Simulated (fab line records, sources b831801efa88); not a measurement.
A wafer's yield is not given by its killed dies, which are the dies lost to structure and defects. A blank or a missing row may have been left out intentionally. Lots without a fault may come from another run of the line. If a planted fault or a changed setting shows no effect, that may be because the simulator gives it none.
The tool behind it: which one? :: flow gf180mcu :: Sampling: 7 lots, 21 wafers, 2 of 602 route steps

== WHAT THE GAUGES SHOWED, per wafer ==
GF_HV_LDD_TW_MEAS_38.
lot: L779
measured: day 11 21:25
on: filmMetro-04
HV_LDD_3_TW: 1423 1416 1425

lot: L781
measured: day 12 12:50
on: filmMetro-04
HV_LDD_3_TW: 1441 1437 1434

lot: L785
measured: day 13 18:01
on: filmMetro-01
HV_LDD_3_TW: 1444 1447 1447

lot: L787
measured: day 14 13:17
on: filmMetro-03
HV_LDD_3_TW: 1440 1443 1442

lot: L789
measured: day 15 04:13
on: filmMetro-04
HV_LDD_3_TW: 1432 1435 1422

lot: L793
measured: day 16 15:11
on: filmMetro-03
HV_LDD_3_TW: 1320 1312 1307

lot: L801
measured: day 19 05:37
on: filmMetro-04
HV_LDD_3_TW: 1428 1432 1431

== TOOL THAT RAN EACH LOT (tool first, then ch and the chambers of the sampled wafers, then the start) ==
lot: L779
GF_HV_LDD_IMPLANT_33: implanter-04 ch 0, day 11 20:41

lot: L781
GF_HV_LDD_IMPLANT_33: implanter-02 ch 0, day 12 12:08

lot: L785
GF_HV_LDD_IMPLANT_33: implanter-04 ch 0, day 13 17:20

lot: L787
GF_HV_LDD_IMPLANT_33: implanter-01 ch 0, day 14 12:36

lot: L789
GF_HV_LDD_IMPLANT_33: implanter-01 ch 0, day 15 03:31

lot: L793
GF_HV_LDD_IMPLANT_33: implanter-04, day 16 14:31

lot: L801
GF_HV_LDD_IMPLANT_33: implanter-01 ch 0, day 19 04:58
- GF_HV_LDD_IMPLANT_33

== THE ANSWER, worked out from the rows above alone ==
Rule: the lots themselves supply what counts as usual. The widest of any qualifying gaps counts: lots, ordered by their means at a reading, are off when they make up no more than a third of the lots, leave a main group of 4 or more, and stand apart from it by 3 or more times the standard deviation of that group's means. Not used: any main group whose means are identical at the precision the tables above print for the reading. Also off: a lot with no number at a reading for which 4 or more lots have one. All remaining lots with rows at the step are treated as sound.
Off: L793, seen at GF_HV_LDD_TW_MEAS_38 (HV_LDD_3_TW). Main group: mean 1434, sd 8.2.
If a tool, at a process step before that reading, ran all the lots that are off and no sound lot after the first of them, it fits. Those tools and the gauges at GF_HV_LDD_TW_MEAS_38 are tried in the same way. 2 tools fit, implanter-04 at GF_HV_LDD_IMPLANT_33 and filmMetro-03 at GF_HV_LDD_TW_MEAS_38, so this cannot tell which one it is.

== WHAT WAS PUT IN BY THE SIMULATOR ==
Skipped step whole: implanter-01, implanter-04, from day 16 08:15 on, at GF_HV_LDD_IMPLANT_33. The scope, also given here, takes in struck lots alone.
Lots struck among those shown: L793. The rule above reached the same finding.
